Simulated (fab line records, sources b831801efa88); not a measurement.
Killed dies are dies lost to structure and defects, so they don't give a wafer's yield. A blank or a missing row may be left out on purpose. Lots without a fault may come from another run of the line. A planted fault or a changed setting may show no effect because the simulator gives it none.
Which tool did it? | flow gf180mcu | 6 lots, 18 wafers sampled, at 2 steps of a route of 602

WHAT THE GAUGES READ, wafer by wafer
GF_NSD_CD_MEAS_07: target cd 400 nm.
lot  | measured     | on        | cd_nm (nm)
L289 | day 13 11:20 | cd_sem-01 | 399.5 399.6 400.1
L296 | day 16 04:55 | cd_sem-02 | 403.9 404.7 403.4
L301 | day 18 00:05 | cd_sem-02 | 401.9 399.9 401.8
L305 | day 19 03:34 | cd_sem-02 | 399.7 398.9 400.9
L308 | day 20 05:03 | cd_sem-02 | 401.1 400.2 400.4
L310 | day 21 00:10 | cd_sem-01 | 401.9 402.3 402.2

WHICH TOOL RAN EACH LOT (tool, then ch and the chambers of the sampled wafers, then the start)
lot  | GF_MVPSD_EXPOSE_04
L289 | iline_stepper-02 ch 0, day 4 23:19
L296 | iline_stepper-02 ch 0, day 6 19:07
L301 | iline_stepper-01 ch 0, day 7 21:51
L305 | iline_stepper-01 ch 0, day 8 20:20
L308 | iline_stepper-02 ch 0, day 9 13:55
L310 | iline_stepper-02 ch 0, day 10 04:23
- GF_MVPSD_EXPOSE_04: exposes mask MVPSD, target cd 1000 nm.

THE ANSWER, worked out from the rows above alone
Rule: what is usual is taken from the lots themselves. Put in order of their means at a reading, lots are off if they are a third of the lots or fewer, leave a main group of 4 or more, and stand apart from it by a gap of 3 or more times the standard deviation of the main group's means; of several such gaps the widest counts. A main group whose means are all the same, to the digits that the tables above print for the reading, isn't used. A lot without any number at a reading at which 4 lots or more have one is off too. The other lots that the step has rows for count as sound.
No lot is off at any reading shown: from this, nothing can be told.

WHAT THE SIMULATOR HAD PUT IN
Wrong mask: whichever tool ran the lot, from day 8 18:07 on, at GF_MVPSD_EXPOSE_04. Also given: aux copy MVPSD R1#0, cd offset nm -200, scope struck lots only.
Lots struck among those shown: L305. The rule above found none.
